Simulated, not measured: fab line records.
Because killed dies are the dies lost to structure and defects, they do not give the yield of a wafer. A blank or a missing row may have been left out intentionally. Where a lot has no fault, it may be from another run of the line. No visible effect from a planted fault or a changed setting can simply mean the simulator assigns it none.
Which tool did it? ; flow sky130 ; 45 wafers from 15 lots sampled at 4 of the route's 708 steps

== WHAT THE GAUGES SHOWED, per wafer ==
SKY_FIELD_ISO_CD_MEAS_13 targets a cd of 150 nm.
lot;measured;on;cd_nm (nm)
L496;day 2 12:57;cd_sem-01;148.0 148.1 148.4
L497;day 2 16:57;cd_sem-02;150.3 150.7 149.3
L499;day 3 01:29;cd_sem-02;150.0 148.9 149.9
L500;day 3 06:18;cd_sem-01;150.5 151.4 150.1
L502;day 3 16:28;cd_sem-02;150.0 151.4 151.2
L503;day 3 23:06;cd_sem-01;151.9 150.9 152.9
L504;day 4 05:04;cd_sem-01;149.3 150.5 150.5
L507;day 4 23:27;cd_sem-01;149.7 150.6 151.3
L508;day 5 04:33;cd_sem-01;149.7 148.5 149.7
L509;day 5 05:54;cd_sem-02;152.9 153.8 151.9
L510;day 5 11:27;cd_sem-02;150.6 151.3 152.0
L513;day 6 02:08;cd_sem-02;150.3 150.7 150.7
L514;day 6 07:18;cd_sem-02;148.3 148.4 149.5
L517;day 7 01:22;cd_sem-02;149.0 147.9 149.0
L518;day 7 06:52;cd_sem-02;146.4 148.4 149.2

SKY_SD_N_RS_MEAS_17: measurement is done with a four-point probe.
lot;measured;on;SD_P_RS (ohm/sq)
L496;day 28 02:19;film_metro-03;146.5 146.7 146.4
L497;day 28 14:43;film_metro-01;146.5 146.8 146.6
L499;day 29 10:33;film_metro-03;146.5 146.8 146.4
L500;day 30 00:58;film_metro-03;146.9 147.3 147.1
L502;day 30 12:53;film_metro-01;146.2 146.5 146.4
L503;day 30 17:07;film_metro-04;146.4 146.9 146.8
L504;day 31 03:53;film_metro-03;147.1 146.9 147.1
L507;day 32 15:43;film_metro-03;146.4 146.6 146.5
L508;day 32 18:01;film_metro-01;146.4 146.4 146.2
L509;day 32 18:26;film_metro-03;146.3 146.9 146.4
L510;day 32 21:49;film_metro-03;146.7 146.7 146.9
L513;day 34 15:55;film_metro-03;146.1 145.9 146.3
L514;day 34 18:01;film_metro-01;147.0 147.1 146.9
L517;day 35 08:59;film_metro-01;146.7 146.3 146.8
L518;day 35 11:53;film_metro-01;147.3 147.0 146.7

SKY_LOCAL_INTERCONNECT_OVL_MEAS_12.
lot;measured;on;LOCAL_INTERCONNECT_OVL (nm)
L496;day 30 13:34;overlay-02;14 5 9
L497;day 31 01:07;overlay-02;7 11 4
L499;day 31 20:59;overlay-01;2 4 -1
L500;day 32 11:31;overlay-02;-5 3 4
L502;day 32 21:44;overlay-01;4 3 -1
L503;day 33 02:34;overlay-01;10 7 2
L504;day 33 11:44;overlay-01;-8 -13 -11
L507;day 34 23:55;overlay-01;-5 -4 -4
L508;day 35 01:46;overlay-02;-5 -5 3
L509;day 35 01:53;overlay-01;-3 3 5
L510;day 35 04:43;overlay-02;7 6 1
L513;day 36 22:08;overlay-02;4 -1 7
L514;day 37 02:01;overlay-01;2 -3 -2
L517;day 37 16:08;overlay-01;7 10 5
L518;day 37 18:23;overlay-01;-2 -15 -9

== TOOL THAT RAN EACH LOT (tool first, then ch and the chambers of the sampled wafers, then the start) ==
lot;SKY_VT_ADJUST_NCORE_DEVELOP_06
L496;litho_track-03 ch 0, day 8 22:10
L497;litho_track-02 ch 0, day 8 23:30
L499;litho_track-04 ch 0, day 9 16:18
L500;litho_track-04 ch 0, day 10 06:15
L502;litho_track-04 ch 0, day 10 20:17
L503;litho_track-02 ch 0, day 10 23:30
L504;litho_track-03 ch 0, day 11 04:26
L507;litho_track-03, day 12 06:34
L508;litho_track-04, day 12 15:00
L509;litho_track-04, day 12 15:19
L510;litho_track-04 ch 0, day 12 22:24
L513;litho_track-03 ch 0, day 14 13:01
L514;litho_track-04 ch 0, day 14 17:24
L517;litho_track-02 ch 0, day 15 05:59
L518;litho_track-02 ch 0, day 15 14:38
- SKY_VT_ADJUST_NCORE_DEVELOP_06: develop time 60 s.

== AS READ BY THE TOOLS THEMSELVES (means over the sampled wafers that have a number; for cases with no such wafer, the mark the record gives instead) ==
SKY_VT_ADJUST_NCORE_DEVELOP_06.
lot;tool;chill_plate_temp_C (C)
L496;litho_track-03;23.05
L497;litho_track-02;23.02
L499;litho_track-04;22.96
L500;litho_track-04;23.05
L502;litho_track-04;23.10
L503;litho_track-02;22.85
L504;litho_track-03;23.13
L507;litho_track-03;-
L508;litho_track-04;-
L509;litho_track-04;-
L510;litho_track-04;22.98
L513;litho_track-03;23.07
L514;litho_track-04;23.09
L517;litho_track-02;23.04
L518;litho_track-02;23.08

== THE ANSWER, worked out from the rows above alone ==
Rule: usual is defined by the lots themselves. The widest of any qualifying gaps counts: lots, ordered by their means at a reading, are off when they make up no more than a third of the lots, leave a main group of 4 or more, and stand apart from it by 3 or more times the standard deviation of that group's means. A main group whose means are all the same, to the digits that the tables above print for the reading, isn't used. A lot without any number at a reading at which 4 lots or more have one is off too. Any other lot the step has rows for is counted as sound. After the gauges, taken in route order, come the tools' own readings; for these a lot's mean is taken, as printed above. The first step at which some lot is off is used, and at that step the reading that is off furthest; a lot without a number counts as furthest.
Off: L507, L508, L509, at SKY_VT_ADJUST_NCORE_DEVELOP_06 (chill_plate_temp_C). Without a number there: L507, L508, L509. Main group: mean 23.04 C, sd 0.073.
A tool fits if, at that step or a process step before it, it ran every lot that is off, and no sound lot after the first of them. No candidate that was tried fits.

== WHAT THE SIMULATOR HAD PUT IN ==
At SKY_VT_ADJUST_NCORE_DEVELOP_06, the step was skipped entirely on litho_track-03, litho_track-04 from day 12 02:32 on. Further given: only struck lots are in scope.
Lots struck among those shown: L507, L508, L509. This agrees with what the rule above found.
